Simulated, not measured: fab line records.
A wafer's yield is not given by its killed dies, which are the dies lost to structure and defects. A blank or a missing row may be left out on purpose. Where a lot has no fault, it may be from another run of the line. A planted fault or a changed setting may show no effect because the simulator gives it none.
Matching of chambers | flow gf180mcu | GF_V3_CMP_26 on cmp-01 has 4 sister chambers
The step polishes, stops on SiO2, t overpolish 15 s, target thk 0 nm. 4 wafers are shown with their chamber, then 7 later ones without.

WAFERS, EACH WITH ITS CHAMBER
wafer  | chamber | timeToEndpointS (s)
L873.4 | 2       | 76
L874.5 | 0       | 87
L883.1 | 1       | 84
L883.2 | 3       | 92

WAFERS WITHOUT THEIR CHAMBER
wafer  | timeToEndpointS (s)
L883.3 | 87
L884.1 | 85
L884.3 | 90
L884.6 | 87
L886.1 | 89
L886.2 | 85
L886.4 | 89

THE CHAMBER EACH PASSED THROUGH
wafer  | from the rows above     | in truth
L883.3 | 0                       | 0
L884.1 | can't be placed: 1 or 0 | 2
L884.3 | can't be placed: 3 or 0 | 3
L884.6 | 0                       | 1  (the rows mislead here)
L886.1 | can't be placed: 0 or 3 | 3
L886.2 | can't be placed: 1 or 0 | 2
L886.4 | can't be placed: 0 or 3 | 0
Correctly placed: 1 of 7. Can't be placed from these rows: 5 (the true chamber is among the candidates in 3). Wrongly placed: 1.
How it was worked out, from the rows above alone: a wafer's distance from a chamber is the root of the sum, over the readings, of the square of ((its reading less the chamber's mean) divided by the reading's scatter). The wafer belongs to the nearest chamber; if the next one is less than 2 further off, it can't be placed. The mean given for a chamber averages the wafers shown for that chamber. The scatter: with one shown wafer a chamber, the root of the mean of the squares of how far each hidden wafer lies from its nearest shown one.
